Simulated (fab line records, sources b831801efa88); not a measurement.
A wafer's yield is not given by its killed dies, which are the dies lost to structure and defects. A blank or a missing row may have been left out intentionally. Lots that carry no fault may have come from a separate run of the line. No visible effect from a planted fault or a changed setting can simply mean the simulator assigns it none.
8D (eight disciplines) problem report, filled in by code	flow sky130	the parts of the form that need people (team, actions taken, sign-off) are left out

## 1. THE PROBLEM
Across 6 wafers from 2 lots, PWDE_RS at SKY_NWELL_RS_MEAS_31 averages 5384 ohm/sq, while fault-free wafers read 5276 ohm/sq with a standard deviation of 15. Relative to the usual mean, that is a shift of +7.2 standard deviations.
The step: measures by four-point-probe.
First observed at day 11 05:16: wafer L193.2, on film metro-01. The record has a number at this step for 39 wafers belonging to 13 lots. The rule behind "out" and "out of limits": a value lying over 4 standard deviations away from the usual mean. Any other wafer with a number is counted as sound.

## 2. WHAT IT IS AND WHAT IT IS NOT
question	is	is not
which readings at this step	PWDE_RS	-
which lots	L193, L194	L172, L173, L177, L178, L180, L181, L182, L183, L184, L185, L190
which wafers of those lots	all that have a number	-
read on which gauges	film metro-01, film metro-04	film metro-02
when	from day 11 05:16	up to then (33 sound wafers)

## 3. THE SUSPECTS, EACH WITH WHAT RULES IT OUT
Counting: any tool at a process step up to the reading is kept as a suspect provided that every lot that is out went through it and no sound lot did after the first of them.
- ruled out: the gauge at SKY_NWELL_RS_MEAS_31. Those wafers that are out were read across 2 gauges (film metro-01, film metro-04).
- implanter-02 at SKY_PWDE_IMPLANT_08: kept. It processed each lot that is out, first L193 at day 9 06:02, and no sound lot thereafter; up to then, the last sound lot it processed was L190 at day 8 06:50. Out on those wafers are its own readings of dose ions cm2.
Left after counting: implanter-02 at SKY_PWDE_IMPLANT_08.

## 4. THE CAUSE (what the simulator had put in)
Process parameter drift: implanter-02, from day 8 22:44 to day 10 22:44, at SKY_PWDE_IMPLANT_08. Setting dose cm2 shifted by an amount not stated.
The count eliminated every tool but this one.

## 5. THE EFFECT CHAIN, in route order
Each row: a reading whose mean over the struck wafers that have a number lies more than 3 standard deviations from the usual. Only readings whose record carries a usual standard deviation are examined. hours: median over the lots of the time between each lot's start at the first step of this table that gives one and its start at this step. sigmas: the change, counted in usual standard deviations.
hours	step	reading	usual	on struck wafers	change	sigmas
0	SKY_PWDE_IMPLANT_08	dose ions cm2	3.6e+12	3.5e+12	-8.6e+10	-22
47	SKY_NWELL_RS_MEAS_31	PWDE_RS	5276 ohm/sq	5384	+108	+7.2
It contains these process steps:
- SKY_PWDE_IMPLANT_08
Later measuring or inspecting steps at which every struck wafer that the step has a row for has a number for every such reading, and none has moved that far: SKY_VT_ADJUST_LVTN_OVL_MEAS_18, SKY_VT_ADJUST_HVTR_CD_MEAS_07, SKY_SONOS_TUNNEL_TW_MEAS_12.

## 6. HOW IT WOULD HAVE BEEN CAUGHT EARLIER
55 hours passed between the start of the fault at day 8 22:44 and the first reading out of limits at a measuring or inspecting step in this record, taken at day 11 05:16.
Tool's own readings at SKY_PWDE_IMPLANT_08, dose ions cm2: out on all struck wafers the step has rows for; an alarm limit on them would have tripped on the first.
By day 11 05:16, every lot that is out (2) had started SKY_PWDE_IMPLANT_08 on implanter-02. Had the tool been put on hold then, not one of them would have been saved.
